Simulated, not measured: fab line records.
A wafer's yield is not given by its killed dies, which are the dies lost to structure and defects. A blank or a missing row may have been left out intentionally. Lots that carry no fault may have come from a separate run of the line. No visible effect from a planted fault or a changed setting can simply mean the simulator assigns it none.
Comparing a struck lot with a sound one + flow sky130 + 17 steps out of a route of 708
Sound: the wafers L682.1, L682.4, L682.6. Struck: wafers L684.1, L684.4, L684.5. The cause is given at the end.
Per side, at each step with rows, come the tool, then ch with its chambers, and then its first start. Under that, the readings that differ: sound wafers + struck wafers + difference of the means + sigmas: that difference in standard deviations of wafers without a fault.
alike: same words and numbers on both sides, and readings whose means sit less than 2 such deviations apart. not compared: any withheld reading, any reading some wafer has no value for, any bound like >300 that may hide the same value, and any number with overlapping values for which the record gives no deviation.
A row with sigmas, a row that says differs or no value, or rows on one side alone: a step with any of these is where the two part. Non-overlapping numbers with no deviation appear without sigmas and do not part them. A reading missing from all wafers of one side parts the sides only when that side holds two or more wafers.

first, 6 steps without rows for these wafers: SKY_RES_XHIGH_COAT_02 (resist thk 1140 nm); SKY_RES_XHIGH_SOFTBAKE_03 (time 60 s); SKY_RES_XHIGH_EXPOSE_04 (exposes mask URPM, target cd 1270 nm); SKY_RES_XHIGH_PEB_05; SKY_RES_XHIGH_DEVELOP_06 (develop time 60 s); SKY_RES_XHIGH_IMPLANT_07.
SKY_RES_XHIGH_STRIP_08: strips in O2/N2.
  sound on plasma-asher-02 ch 0,1, day 28 03:46; struck on plasma-asher-02 ch 0, day 28 17:38
  alike: drypump-motor-current-A, n2-flow-sccm, oes-product-au, strip-time-to-endpoint-s
  not compared: rf-hours-counter-h
SKY_RES_XHIGH_TW_MEAS_09:
  sound on film-metro-04, day 28 03:52; struck on film-metro-01, day 28 17:44
| reading      | sound          | struck         | difference | sigmas |
|--------------|----------------|----------------|------------|--------|
| RES_XHIGH_TW | 1622 1626 1620 | 1636 1632 1642 | +14        | +2     |
then, 4 steps without rows for these wafers: SKY_SD_N_DEHYDRATE_00 (time 60 s); SKY_SD_N_HMDS_01 (prime time 60 s); SKY_SD_N_COAT_02 (resist thk 1140 nm); SKY_SD_N_SOFTBAKE_03 (time 60 s).
SKY_SD_N_EXPOSE_04: exposes mask NSDM, target cd 380 nm.
  sound on iline-stepper-01 ch 0, day 28 17:54; struck on iline-stepper-02 ch 0, day 29 07:38
| reading | sound                | struck                        | difference | sigmas |
|---------|----------------------|-------------------------------|------------|--------|
| mask    | NSDM#0 NSDM#0 NSDM#0 | NSDM_R1#0 NSDM_R1#0 NSDM_R1#0 | differs    |        |
then, 2 steps without rows for these wafers: SKY_SD_N_PEB_05; SKY_SD_N_DEVELOP_06 (develop time 60 s).
SKY_SD_N_CD_MEAS_07: the cd target is 380 nm.
  sound on cd-sem-01, day 29 07:56; struck on cd-sem-01, day 29 21:46
| reading    | sound             | struck            | difference | sigmas |
|------------|-------------------|-------------------|------------|--------|
| cd-nm (nm) | 382.8 381.2 378.1 | 332.4 332.6 331.6 | -48.5      | -19    |
SKY_SD_N_OVL_MEAS_08:
  sound on overlay-01, day 29 08:03; struck on overlay-02, day 29 21:53
| reading       | sound       | struck         | difference | sigmas |
|---------------|-------------|----------------|------------|--------|
| SD_N_OVL (nm) | 0.1 1.1 1.2 | -2.4 -1.1 -1.4 | -2.4       | -2     |

## WHERE THEY PART
At SKY_RES_XHIGH_TW_MEAS_09 first; at SKY_SD_N_OVL_MEAS_08 last (within this record only).

WHY: whatever the simulator had introduced
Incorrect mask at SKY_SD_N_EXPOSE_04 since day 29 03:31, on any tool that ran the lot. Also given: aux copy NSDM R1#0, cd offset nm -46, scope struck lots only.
